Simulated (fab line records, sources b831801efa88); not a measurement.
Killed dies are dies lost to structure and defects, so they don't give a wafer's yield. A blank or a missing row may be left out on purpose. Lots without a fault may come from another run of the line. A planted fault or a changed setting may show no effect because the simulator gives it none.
One fault seen from 2 desks | flow sfq_line | each desk has only its own numbers; what lay behind them comes last

THE TOOL OWNER'S DESK: rie_metal-02
The tool's own readings at SFQ_TRILAYER_M7_ETCH_METAL_ETCH_180 (etches Nb in Cl2/Ar, stops on SiO2, target depth 240 nm, time 120 s): means of the sampled wafers that have a number, for each lot that ran on this tool. A lot is out of limits, marked OUT, if its mean lies more than 4 standard deviations from the usual mean; the brackets give that distance.
Columns: A = bias_w at SFQ_TRILAYER_M7_ETCH_METAL_ETCH_180, usual 80.01 W; B = chamber_pressure_mTorr at SFQ_TRILAYER_M7_ETCH_METAL_ETCH_180, usual 10.000 mTorr; C = drypump_motor_current_A at SFQ_TRILAYER_M7_ETCH_METAL_ETCH_180, usual 5.48 A; D = oes_product_au at SFQ_TRILAYER_M7_ETCH_METAL_ETCH_180, usual 0.894 a.u.
lot  | first seen here | A     | B     | C    | D
L822 | day 78 20:16    | 79.61 | 9.996 | 6.00 | 0.891
This desk's finding: nothing out of limits on the one lot.

THE METROLOGY DESK
What the gauges read, lot by lot, whatever tool the lot ran on: means of the sampled wafers that have a number. A lot is out of limits, marked OUT, if its mean lies more than 4 standard deviations from the usual mean; the brackets give that distance.
Columns: A = M7_NB_RS at SFQ_M7_RS_MEAS_943, usual 0.890 ohm/sq; B = M7_OVL at SFQ_M7_OVL_MEAS_945, usual -4 nm; C = I7_BOW at SFQ_I7_BOW_MEAS_946, usual 8 um; D = I7_OVL at SFQ_I7_OVL_MEAS_947, usual -2 nm; E = M8_OVL at SFQ_M8_OVL_MEAS_948, usual -5 nm; F = M8_AU_RS at SFQ_M8_RS_MEAS_949, usual 0.1539 ohm/sq; G = M8_BOW at SFQ_M8_BOW_MEAS_951, usual 8 um
lot  | first seen here | A     | B  | C   | D  | E   | F      | G
L822 | day 78 17:00    | 0.894 | -2 | 7   | -5 | -7  | 0.1518 | 7
L823 | day 83 03:41    | 0.891 | 9  | 8   | -1 | -11 | 0.1550 | 10
L830 | day 83 17:53    | 0.896 | -6 | 8   | 3  | -1  | 0.1545 | 7
L831 | day 83 19:05    | 0.897 | 5  | -15 | 1  | -2  | 0.1537 | -14
L840 | day 88 14:37    | 0.908 | -3 | 20  | -6 | 4   | 0.1546 | 21
L842 | day 88 22:54    | 0.894 | 4  | 21  | -4 | -3  | 0.1514 | 22
This desk's finding: nothing out of limits on any of the 6 lots.

PUT TOGETHER
The tool owner's desk saw nothing out of limits.
The metrology desk saw nothing out of limits.

WHAT THE SIMULATOR HAD PUT IN
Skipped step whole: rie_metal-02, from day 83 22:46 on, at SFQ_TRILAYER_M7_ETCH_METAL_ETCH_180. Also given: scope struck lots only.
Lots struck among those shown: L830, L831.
